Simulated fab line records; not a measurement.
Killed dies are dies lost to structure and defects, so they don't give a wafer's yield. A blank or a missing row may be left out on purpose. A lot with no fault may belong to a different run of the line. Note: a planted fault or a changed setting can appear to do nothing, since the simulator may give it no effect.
Which of the tools did it? | flow sfqLine | 21 wafers sampled from 7 lots at 1 step of a route of 325

## WHAT THE GAUGES READ, wafer by wafer
SFQ_I1_BOW_MEAS_912.
lot  | measured     | on           | I1_BOW (um)
L330 | day 11 20:44 | filmMetro-03 | 14 1 -2
L333 | day 12 20:00 | filmMetro-02 | -7 -7 -5
L335 | day 13 06:12 | filmMetro-01 | -4 1 -3
L344 | day 16 22:28 | filmMetro-03 | -4 12 5
L346 | day 17 16:02 | filmMetro-02 | 3 -6 1
L348 | day 18 09:16 | filmMetro-01 | -6 3 -3
L350 | day 19 00:16 | filmMetro-02 | 22 8 14

## EACH LOT AND THE TOOL THAT RAN IT (in order: tool; ch and the chambers of the sampled wafers; start)
No process step before these readings appears in the record.

## THE ANSWER, worked out from the rows above alone
Rule: the lots themselves supply what counts as usual. Put in order of their means at a reading, lots are off if they are a third of the lots or fewer, leave a main group of 4 or more, and stand apart from it by a gap of 3 or more times the standard deviation of the main group's means; of several such gaps the widest counts. A main group is skipped when, at the precision printed for the reading in the tables above, its means are all equal. A lot without any number at a reading at which 4 lots or more have one is off too. Any other lot the step has rows for is counted as sound.
No lot is off at any reading shown: from this, nothing can be told.

## WHAT THE SIMULATOR HAD INSERTED
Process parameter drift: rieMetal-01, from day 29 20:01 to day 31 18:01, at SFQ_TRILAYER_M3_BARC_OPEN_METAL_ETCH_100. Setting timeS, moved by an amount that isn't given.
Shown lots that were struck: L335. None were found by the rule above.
